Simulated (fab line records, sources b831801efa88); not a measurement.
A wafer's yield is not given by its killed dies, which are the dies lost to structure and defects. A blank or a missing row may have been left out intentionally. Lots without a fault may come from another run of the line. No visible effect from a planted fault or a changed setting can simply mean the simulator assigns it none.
Chamber matching / flow sky130 / SKY_PASSIVATION_CVD_02 on pecvd-03 has 3 sister chambers
The step deposits Si3N4, target thk 540 nm. 14 wafers are shown with their chamber, then 7 later ones without.

WAFERS PAIRED WITH THEIR CHAMBERS
wafer=L129.2; chamber=2; heaterPowerW (W)=706
wafer=L129.4; chamber=0; heaterPowerW (W)=813
wafer=L129.6; chamber=2; heaterPowerW (W)=727
wafer=L131.1; chamber=0; heaterPowerW (W)=789
wafer=L131.3; chamber=1; heaterPowerW (W)=735
wafer=L131.5; chamber=1; heaterPowerW (W)=770
wafer=L133.2; chamber=2; heaterPowerW (W)=782
wafer=L133.3; chamber=0; heaterPowerW (W)=768
wafer=L133.6; chamber=0; heaterPowerW (W)=781
wafer=L143.1; chamber=2; heaterPowerW (W)=751
wafer=L143.4; chamber=2; heaterPowerW (W)=620
wafer=L143.5; chamber=1; heaterPowerW (W)=749
wafer=L145.1; chamber=0; heaterPowerW (W)=792
wafer=L145.2; chamber=1; heaterPowerW (W)=731

SIGNATURES (means of the wafers above)
reading=heaterPowerW; chamber 0=788.60; chamber 1=746.25; chamber 2=717.20; scatter within a chamber=39.3
Rule: a wafer's distance from a chamber is the root of the sum, over the readings, of the square of ((its reading less the chamber's mean) divided by the reading's scatter). If the next closest chamber is less than 2 further off than the closest, the wafer can't be placed; otherwise it belongs to the closest. The scatter: the root of (the sum of the squares of (reading less its chamber's mean) over the shown wafers, divided by (wafers less chambers)).

WAFERS MISSING THEIR CHAMBER
wafer=L145.6; heaterPowerW (W)=808
wafer=L146.1; heaterPowerW (W)=692
wafer=L146.3; heaterPowerW (W)=702
wafer=L146.6; heaterPowerW (W)=721
wafer=L149.3; heaterPowerW (W)=771
wafer=L149.4; heaterPowerW (W)=636
wafer=L149.5; heaterPowerW (W)=763

WHICH CHAMBER EACH ONE RAN IN
wafer=L145.6; from the rows above=can't be placed: 0 or 1 or 2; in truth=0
wafer=L146.1; from the rows above=can't be placed: 2 or 1 or 0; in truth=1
wafer=L146.3; from the rows above=can't be placed: 2 or 1 or 0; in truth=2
wafer=L146.6; from the rows above=can't be placed: 2 or 1 or 0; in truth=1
wafer=L149.3; from the rows above=can't be placed: 0 or 1 or 2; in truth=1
wafer=L149.4; from the rows above=can't be placed: 2 or 1 or 0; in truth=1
wafer=L149.5; from the rows above=can't be placed: 1 or 0 or 2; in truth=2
Placed correctly: 0 of 7. Unplaceable from these rows: 7, with the true chamber sitting among the candidates in 7. Number placed wrongly: 0.
